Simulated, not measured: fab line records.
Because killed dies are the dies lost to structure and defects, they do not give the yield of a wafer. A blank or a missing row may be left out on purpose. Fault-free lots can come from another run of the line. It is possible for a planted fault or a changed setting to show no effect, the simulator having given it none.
Chamber matching / flow sky130 / 4 sister chambers for SKY_CONTACT_CMP_27 on cmp-02
The step polishes, stops on SiO2, t overpolish 15 s, target thk 0 nm. 16 wafers are shown with their chamber, then 8 later ones without.

## WAFERS WITH THEIR CHAMBER
wafer=L502.4; chamber=1; motor-current-A (A)=12.6; time-to-endpoint-s (s)=82; overpolish-run-s (s)=15.010
wafer=L502.5; chamber=2; motor-current-A (A)=12.7; time-to-endpoint-s (s)=84; overpolish-run-s (s)=15.012
wafer=L502.6; chamber=1; motor-current-A (A)=13.1; time-to-endpoint-s (s)=82; overpolish-run-s (s)=14.991
wafer=L503.4; chamber=2; motor-current-A (A)=12.5; time-to-endpoint-s (s)=80; overpolish-run-s (s)=14.998
wafer=L503.5; chamber=3; motor-current-A (A)=11.7; time-to-endpoint-s (s)=80; overpolish-run-s (s)=14.994
wafer=L503.6; chamber=2; motor-current-A (A)=12.4; time-to-endpoint-s (s)=80; overpolish-run-s (s)=14.990
wafer=L504.1; chamber=2; motor-current-A (A)=12.6; time-to-endpoint-s (s)=81; overpolish-run-s (s)=15.025
wafer=L504.2; chamber=0; motor-current-A (A)=8.9; time-to-endpoint-s (s)=82; overpolish-run-s (s)=14.990
wafer=L504.3; chamber=3; motor-current-A (A)=10.8; time-to-endpoint-s (s)=81; overpolish-run-s (s)=15.004
wafer=L506.1; chamber=0; motor-current-A (A)=9.5; time-to-endpoint-s (s)=86; overpolish-run-s (s)=14.999
wafer=L506.2; chamber=3; motor-current-A (A)=12.0; time-to-endpoint-s (s)=81; overpolish-run-s (s)=15.001
wafer=L506.5; chamber=3; motor-current-A (A)=10.5; time-to-endpoint-s (s)=85; overpolish-run-s (s)=14.995
wafer=L510.4; chamber=3; motor-current-A (A)=11.0; time-to-endpoint-s (s)=81; overpolish-run-s (s)=14.995
wafer=L510.5; chamber=2; motor-current-A (A)=12.5; time-to-endpoint-s (s)=77; overpolish-run-s (s)=15.003
wafer=L510.6; chamber=1; motor-current-A (A)=13.4; time-to-endpoint-s (s)=81; overpolish-run-s (s)=14.997
wafer=L512.1; chamber=1; motor-current-A (A)=13.2; time-to-endpoint-s (s)=82; overpolish-run-s (s)=14.997

SIGNATURES, as means of the wafers listed above
reading=motor-current-A; chamber 0=9.200; chamber 1=13.075; chamber 2=12.540; chamber 3=11.200; scatter within a chamber=0.424
reading=time-to-endpoint-s; chamber 0=84.00; chamber 1=81.75; chamber 2=80.40; chamber 3=81.60; scatter within a chamber=2.02
reading=overpolish-run-s; chamber 0=14.99450; chamber 1=14.99875; chamber 2=15.00560; chamber 3=14.99780; scatter within a chamber=0.0093
Rule: a wafer's distance from a chamber is the root of the sum, over the readings, of the square of ((its reading less the chamber's mean) divided by the reading's scatter). If the next closest chamber is less than 2 further off than the closest, the wafer can't be placed; otherwise it belongs to the closest. The scatter: the root of (the sum of the squares of (reading less its chamber's mean) over the shown wafers, divided by (wafers less chambers)).

## WAFERS WHOSE CHAMBER IS MISSING
wafer=L512.4; motor-current-A (A)=11.3; time-to-endpoint-s (s)=86; overpolish-run-s (s)=15.000
wafer=L512.5; motor-current-A (A)=13.0; time-to-endpoint-s (s)=84; overpolish-run-s (s)=15.006
wafer=L514.1; motor-current-A (A)=9.2; time-to-endpoint-s (s)=80; overpolish-run-s (s)=14.996
wafer=L514.4; motor-current-A (A)=11.8; time-to-endpoint-s (s)=78; overpolish-run-s (s)=14.994
wafer=L514.6; motor-current-A (A)=11.3; time-to-endpoint-s (s)=77; overpolish-run-s (s)=14.990
wafer=L517.1; motor-current-A (A)=11.2; time-to-endpoint-s (s)=79; overpolish-run-s (s)=15.001
wafer=L517.2; motor-current-A (A)=13.0; time-to-endpoint-s (s)=78; overpolish-run-s (s)=15.000
wafer=L517.3; motor-current-A (A)=12.4; time-to-endpoint-s (s)=75; overpolish-run-s (s)=14.993

## EACH ONE'S CHAMBER
wafer=L512.4; from the rows above=can't be placed: 3 or 2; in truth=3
wafer=L512.5; from the rows above=can't be placed: 1 or 2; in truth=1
wafer=L514.1; from the rows above=0; in truth=0
wafer=L514.4; from the rows above=can't be placed: 3 or 2 or 1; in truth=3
wafer=L514.6; from the rows above=can't be placed: 3 or 2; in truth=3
wafer=L517.1; from the rows above=can't be placed: 3 or 2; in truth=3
wafer=L517.2; from the rows above=can't be placed: 2 or 1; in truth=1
wafer=L517.3; from the rows above=can't be placed: 2 or 1 or 3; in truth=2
Correct placement for 1 of the 8. Not placeable from these rows: 7 (in 7, the candidates include the true chamber). Number placed wrongly: 0.
